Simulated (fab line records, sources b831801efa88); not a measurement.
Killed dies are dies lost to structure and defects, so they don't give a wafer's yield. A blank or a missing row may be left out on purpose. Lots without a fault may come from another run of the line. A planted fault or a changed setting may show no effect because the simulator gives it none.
Chamber matching | flow sky130 | SKY_VIA3_ETCH_15 on rie_diel-02: 4 sister chambers
The step etches SiO2 in C4F8/O2/Ar, stops on TiN, target depth 507 nm, time 78 s. 8 wafers are shown with their chamber, then 7 later ones without.

WAFERS WITH THEIR CHAMBER
wafer  | chamber | oes_product_au (a.u.)
L076.3 | 2       | 0.948
L076.6 | 1       | 0.946
L080.5 | 0       | 0.941
L082.1 | 0       | 0.949
L082.2 | 1       | 0.951
L082.3 | 3       | 0.947
L084.2 | 2       | 0.941
L084.5 | 3       | 0.948

WAFERS WITHOUT THEIR CHAMBER
wafer  | oes_product_au (a.u.)
L084.6 | 0.952
L086.2 | 0.947
L086.4 | 0.951
L086.5 | 0.955
L088.2 | 0.950
L088.3 | 0.947
L088.6 | 0.948

WHICH CHAMBER EACH WENT THROUGH
wafer  | from the rows above               | in truth
L084.6 | can't be placed: 1 or 3 or 0 or 2 | 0
L086.2 | can't be placed: 3 or 1 or 0 or 2 | 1
L086.4 | can't be placed: 1 or 3 or 0 or 2 | 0
L086.5 | can't be placed: 1 or 3 or 0 or 2 | 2
L088.2 | can't be placed: 1 or 3 or 0 or 2 | 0
L088.3 | can't be placed: 3 or 1 or 0 or 2 | 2
L088.6 | can't be placed: 1 or 3 or 0 or 2 | 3
Placed correctly: 0 of 7. Can't be placed from these rows: 7 (the true chamber is among the candidates in 7). Placed wrongly: 0.
How it was worked out, from the rows above alone: a wafer's distance from a chamber is the root of the sum, over the readings, of the square of ((its reading less the chamber's mean) divided by the reading's scatter). The wafer belongs to the nearest chamber; if the next one is less than 2 further off, it can't be placed. A chamber's mean is the mean of its shown wafers. The scatter: the root of (the sum of the squares of (reading less its chamber's mean) over the shown wafers, divided by (wafers less chambers)).
